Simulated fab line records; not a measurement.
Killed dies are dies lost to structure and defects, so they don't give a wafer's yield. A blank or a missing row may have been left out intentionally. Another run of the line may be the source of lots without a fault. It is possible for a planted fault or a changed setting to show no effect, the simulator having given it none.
Which tool is to blame?    flow gf180mcu    12 lots with 36 wafers sampled at 5 steps, on a route of 602 steps

WHAT THE GAUGES SHOWED, per wafer
GF_M3_THK_MEAS_06: measures by xrf.
lot   measured      on            M3_ALCU_THK (nm)
L075  day 20 19:11  filmMetro-03  437 436 441
L077  day 21 18:20  filmMetro-03  443 447 443
L079  day 22 13:47  filmMetro-04  452 447 443
L081  day 23 05:26  filmMetro-04  451 447 450
L083  day 23 21:50  filmMetro-04  454 445 450
L085  day 24 12:56  filmMetro-02  444 434 444
L087  day 25 04:53  filmMetro-04  444 448 454
L089  day 25 18:23  filmMetro-03  444 448 449
L091  day 26 07:55  filmMetro-02  441 440 439
L093  day 26 22:57  filmMetro-02  431 436 437
L095  day 27 10:52  filmMetro-02  453 444 449
L097  day 27 23:14  filmMetro-02  441 443 441

WHAT TOOL EACH LOT RAN ON (gives the tool, then ch and the chambers of the sampled wafers, and finally the start)
lot   GF_STI_ETCH_14                  GF_CONTACT_CVD_02                GF_M2_STRIP_17                       GF_V2_CMP_26
L075  rieSi-01 ch 1,2,3, day 2 06:50  pecvd-02 ch 1,2, day 15 13:10    plasmaAsher-01 ch 0,1, day 19 15:47  cmp-02 ch 1,2,3, day 20 18:32
L077  rieSi-02 ch 0,1,3, day 2 18:14  pecvd-02 ch 0,1, day 16 11:01    plasmaAsher-01 ch 1, day 20 15:19    cmp-01 ch 0,1,2, day 21 17:44
L079  rieSi-02 ch 0,1,2, day 3 03:35  pecvd-04 ch 0,2, day 17 05:22    plasmaAsher-03 ch 0,1, day 21 11:24  cmp-01 ch 0,1,2, day 22 13:14
L081  rieSi-01 ch 0,1, day 3 13:18    pecvd-01 ch 0,2, day 17 21:47    plasmaAsher-03 ch 0,1, day 22 03:04  cmp-02 ch 0,1,2, day 23 04:53
L083  rieSi-01 ch 0,1, day 4 01:56    pecvd-02 ch 0,2, day 18 14:44    plasmaAsher-04 ch 0,1, day 22 20:08  cmp-01 ch 1,2,3, day 23 21:21
L085  rieSi-02 ch 2,3, day 4 10:26    pecvd-02 ch 1,2, day 19 06:12    plasmaAsher-04 ch 1, day 23 11:10    cmp-02 ch 0,1,3, day 24 12:17
L087  rieSi-02 ch 1,3, day 4 21:53    pecvd-01 ch 0,1,2, day 19 23:34  plasmaAsher-01 ch 1, day 24 03:47    cmp-02 ch 1,2,3, day 25 04:17
L089  rieSi-01 ch 1,2,3, day 5 07:00  pecvd-04 ch 0,1,2, day 20 17:28  plasmaAsher-01 ch 0,1, day 24 18:23  cmp-01 ch 0,1,3, day 25 17:47
L091  rieSi-02 ch 1,3, day 5 16:47    pecvd-02 ch 0,2, day 21 06:30    plasmaAsher-03 ch 0, day 25 07:23    cmp-02 ch 1,2,3, day 26 07:17
L093  rieSi-02 ch 0,2,3, day 6 03:40  pecvd-02 ch 0,2, day 22 01:06    plasmaAsher-04 ch 0,1, day 25 23:37  cmp-02 ch 1,2,3, day 26 22:18
L095  rieSi-01 ch 0,2,3, day 6 12:58  pecvd-02 ch 0,1, day 22 13:31    plasmaAsher-01 ch 0, day 26 11:14    cmp-02 ch 0,2, day 27 10:14
L097  rieSi-01 ch 0,2,3, day 6 23:37  pecvd-01 ch 0,1, day 23 04:31    plasmaAsher-03 ch 0,1, day 26 23:31  cmp-01 ch 1,2, day 27 22:34
- GF_STI_ETCH_14: etches Si in HBr/Cl2/O2, target depth 360 nm, time 102.9 s.
- GF_CONTACT_CVD_02: deposits SiO2 from TEOS, target thk 860 nm, time 95.992 s.
- GF_M2_STRIP_17: strips in O2/N2.
- GF_V2_CMP_26: polishes, stops on SiO2, t overpolish 15 s, target thk 0 nm.

THE ANSWER, worked out from the rows above alone
Rule: the usual values come from the lots themselves. Put in order of their means at a reading, lots are off if they are a third of the lots or fewer, leave a main group of 4 or more, and stand apart from it by a gap of 3 or more times the standard deviation of the main group's means; of several such gaps the widest counts. A main group whose means are all the same, to the digits that the tables above print for the reading, isn't used. Also off: a lot with no number at a reading for which 4 or more lots have one. All remaining lots with rows at the step are treated as sound.
No lot is off on any of the readings shown, so nothing can be concluded from this.

WHAT WAS PUT IN BY THE SIMULATOR
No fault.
